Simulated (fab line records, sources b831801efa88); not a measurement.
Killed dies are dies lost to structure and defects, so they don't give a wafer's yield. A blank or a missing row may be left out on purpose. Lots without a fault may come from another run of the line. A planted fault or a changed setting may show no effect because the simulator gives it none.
A struck lot beside a sound one | flow sky130 | 16 steps out of a route of 708
Sound: wafers L225.2, L225.4, L225.6. Struck: wafer L229.6. (L229.2 of the same lot was not struck and is left out.) The cause comes at the end.
At each step with rows: each side's tool, then ch and its chambers, then its first start. Under that, the readings that differ: sound wafers | struck wafers | difference of the means | sigmas: that difference in standard deviations of wafers without a fault.
alike: readings whose means differ by less than 2 such deviations, and words and numbers that are the same on both sides. not compared: withheld readings, readings that some wafer has no value for, bounds like >300 that may hide the same value, and numbers for which the record gives no deviation and whose values overlap.
The two part at a step that has a row with sigmas, a row that says differs or no value, or rows on one side only. Numbers that don't overlap but have no deviation are shown without sigmas and don't part them. A reading that every wafer of one side lacks parts them only if that side has two wafers or more.

first, 8 steps without rows for these wafers: SKY_POLY_GATE_DEHYDRATE_05 (time 60 s); SKY_POLY_GATE_HMDS_06 (prime time 60 s); SKY_POLY_GATE_COAT_07 (resist thk 110 nm); SKY_POLY_GATE_COAT_08 (resist thk 450 nm); SKY_POLY_GATE_SOFTBAKE_09 (time 90 s); SKY_POLY_GATE_EXPOSE_10 (exposes mask P1M, target cd 150 nm); SKY_POLY_GATE_PEB_11; SKY_POLY_GATE_DEVELOP_12 (develop time 60 s).
SKY_POLY_GATE_CD_MEAS_13: target cd 150 nm.
  sound on cd_sem-02, day 20 17:11; struck on cd_sem-01, day 23 09:22
  alike: cd_nm
SKY_POLY_GATE_OVL_MEAS_14:
  sound on overlay-02, day 20 17:18; struck on overlay-02, day 23 09:29
  alike: POLY_GATE_OVL
SKY_POLY_GATE_ETCH_15: etches BARC in N2/H2, stops on SiO2, time 118.5 s, target depth 110 nm.
  sound on rie_diel-04 ch 0,1,3, day 20 17:20; struck on rie_diel-02 ch 2, day 23 09:31
  alike: drypump_motor_current_A, oes_product_au, throttle_valve_pct
  not compared: rf_hours_counter_h
SKY_POLY_GATE_ETCH_16: etches Si3N4 in CH3F/O2, stops on poly-Si, time 147.5 s, target depth 75 nm.
  sound on rie_diel-04 ch 0,1,3, day 20 17:25; struck on rie_diel-02 ch 2, day 23 09:35
  alike: drypump_motor_current_A, oes_product_au, throttle_valve_pct
  not compared: rf_hours_counter_h
SKY_POLY_GATE_ETCH_17: etches poly-Si in HBr/Cl2, stops on SiO2, target depth 180 nm, time 70.5 s.
  sound on rie_si-02 ch 0,2,3, day 20 17:31; struck on rie_si-02 ch 2, day 23 09:41
  reading                                          | sound             | struck | difference | sigmas
  model.KrF-thick_of_POLY_GATE_COAT_08.thk_nm (nm) | 138 139.1 139.9   | 107.5  | -31.5      |
  model.SiO2_of_SONOS_ONO_CVD_04.thk_nm (nm)       | 4.184 4.209 4.124 | 3.028  | -1.144     |
  alike: drypump_motor_current_A, oes_product_au, throttle_valve_pct
  not compared: rf_hours_counter_h
SKY_POLY_GATE_STRIP_18: strips in O2/N2.
  sound on plasma_asher-03 ch 0,1, day 20 17:34; struck on plasma_asher-04 ch 1, day 23 09:45
  reading                      | sound             | struck | difference | sigmas
  strip_time_to_endpoint_s (s) | 3.144 3.159 3.175 | 2.828  | -0.331     | -12
  alike: drypump_motor_current_A, oes_product_au
  not compared: rf_hours_counter_h
then, 1 step without rows for these wafers: SKY_POLY_GATE_CLEAN_19 (cleans in SC1/SC2, time 150 s).
-- the record jumps here: 27 days lie between the struck wafers' starts before and after (it left off in module POLY_GATE and takes up again in module PAD_OPEN, whose first step shown is number 708 of the route) --
SKY_PAD_OPEN_PROBE_99:
  sound on prober-01, day 48 18:26; struck on prober-01, day 50 07:31
  reading            | sound    | struck | difference | sigmas
  killed_at_contacts | 25 21 25 | 38     | +14        | +3
  killed_dies        | 81 76 90 | 102    | +20        | +2
  alike: killed_at_M0_to_M3, killed_at_M4_up, killed_at_front_end, killed_at_other, killed_open, killed_short
  not compared: model.etest.tip_sonos.rs_ohm_sq, model.etest.tip_n.rs_ohm_sq, model.etest.res_pdiff_hv.rs_ohm_sq

WHERE THEY PART
First at SKY_POLY_GATE_STRIP_18; last, within this record, at SKY_PAD_OPEN_PROBE_99.

WHY: what the simulator had put in
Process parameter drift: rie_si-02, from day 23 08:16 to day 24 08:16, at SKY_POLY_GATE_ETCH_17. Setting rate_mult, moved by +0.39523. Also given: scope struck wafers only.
